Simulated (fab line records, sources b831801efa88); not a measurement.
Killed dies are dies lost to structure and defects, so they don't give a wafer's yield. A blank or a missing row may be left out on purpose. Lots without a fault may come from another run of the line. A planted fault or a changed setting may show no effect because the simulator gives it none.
Which tool did it? | flow gf180mcu | 15 lots, 45 wafers sampled, at 2 steps of a route of 602

WHAT THE GAUGES READ, wafer by wafer
GF_M3_OVL_MEAS_15. Usual: M3_OVL -3 nm, standard deviation 5.6.
lot  | measured     | on         | M3_OVL (nm) | flag
L828 | day 21 05:32 | overlay-01 | -2 3 -5     |
L829 | day 21 16:28 | overlay-01 | 3 2 -5      |
L830 | day 22 02:23 | overlay-01 | 4 -4 -8     |
L832 | day 22 17:52 | overlay-01 | -3 -6 0     |
L834 | day 23 12:52 | overlay-02 | -2 -1 -6    |
L836 | day 24 06:20 | overlay-01 | 2 -14 -5    |
L837 | day 24 15:26 | overlay-01 | -3 -15 -15  |
L840 | day 25 13:06 | overlay-02 | -10 -2 4    |
L842 | day 26 08:44 | overlay-01 | 0 1 -6      |
L843 | day 26 21:16 | overlay-02 | -4 -6 -7    |
L845 | day 27 14:43 | overlay-01 | -2 -8 -6    |
L850 | day 28 19:13 | overlay-02 | 4 0 -9      |

WHICH TOOL RAN EACH LOT (tool, then ch and the chambers of the sampled wafers, then the start)
lot  | GF_POLY_GATE_DEVELOP_09
L828 | litho_track-01 ch 0, day 9 06:48
L829 | litho_track-03 ch 0, day 9 11:23
L830 | litho_track-04 ch 0, day 9 20:45
L832 | litho_track-04 ch 0, day 10 07:31
L834 | litho_track-03 ch 0, day 11 00:26
L836 | litho_track-04 ch 0, day 11 12:34
L837 | litho_track-01 ch 0, day 11 21:26
L840 | litho_track-04 ch 0, day 12 16:22
L842 | litho_track-03 ch 0, day 13 11:07
L843 | litho_track-01 ch 0, day 13 23:08
L845 | litho_track-04 ch 0, day 14 14:10
L846 | litho_track-01, day 14 14:36
L847 | litho_track-03, day 14 20:47
L848 | litho_track-01, day 15 05:02
L850 | litho_track-03 ch 0, day 15 21:35
- GF_POLY_GATE_DEVELOP_09: develop time 60 s.

WHAT THE TOOLS THEMSELVES READ (means of the sampled wafers that have a number; where no wafer has one, the mark that the record gives instead)
GF_POLY_GATE_DEVELOP_09. Usual: chill_plate_temp_C 22.98 C, standard deviation 0.11.
lot  | tool           | chill_plate_temp_C (C) | flag
L828 | litho_track-01 | 22.98                  |
L829 | litho_track-03 | 23.06                  |
L830 | litho_track-04 | 22.86                  |
L832 | litho_track-04 | 22.91                  |
L834 | litho_track-03 | 22.97                  |
L836 | litho_track-04 | 23.06                  |
L837 | litho_track-01 | 23.16                  |
L840 | litho_track-04 | 22.87                  |
L842 | litho_track-03 | 23.05                  |
L843 | litho_track-01 | 22.99                  |
L845 | litho_track-04 | 23.11                  |
L846 | litho_track-01 | -                      | OFF
L847 | litho_track-03 | -                      | OFF
L848 | litho_track-01 | -                      | OFF
L850 | litho_track-03 | 23.00                  |

THE ANSWER, worked out from the rows above alone
Rule: a lot is off if the mean of its wafers that have a number lies more than 3 standard deviations from the usual mean. A lot without any number at a reading at which 4 lots or more have one is off too. The other lots that the step has rows for count as sound. The gauges are gone through in route order, then the tools' own readings, and for those a lot's mean is taken as printed above. The first step at which some lot is off is used, and at that step the reading that is off furthest; a lot without a number counts as furthest.
Off: L846, L847, L848, at GF_POLY_GATE_DEVELOP_09 (chill_plate_temp_C). Without a number there: L846, L847, L848.
A tool fits if, at that step or a process step before it, it ran every lot that is off, and no sound lot after the first of them. None of those tried fits.

WHAT THE SIMULATOR HAD PUT IN
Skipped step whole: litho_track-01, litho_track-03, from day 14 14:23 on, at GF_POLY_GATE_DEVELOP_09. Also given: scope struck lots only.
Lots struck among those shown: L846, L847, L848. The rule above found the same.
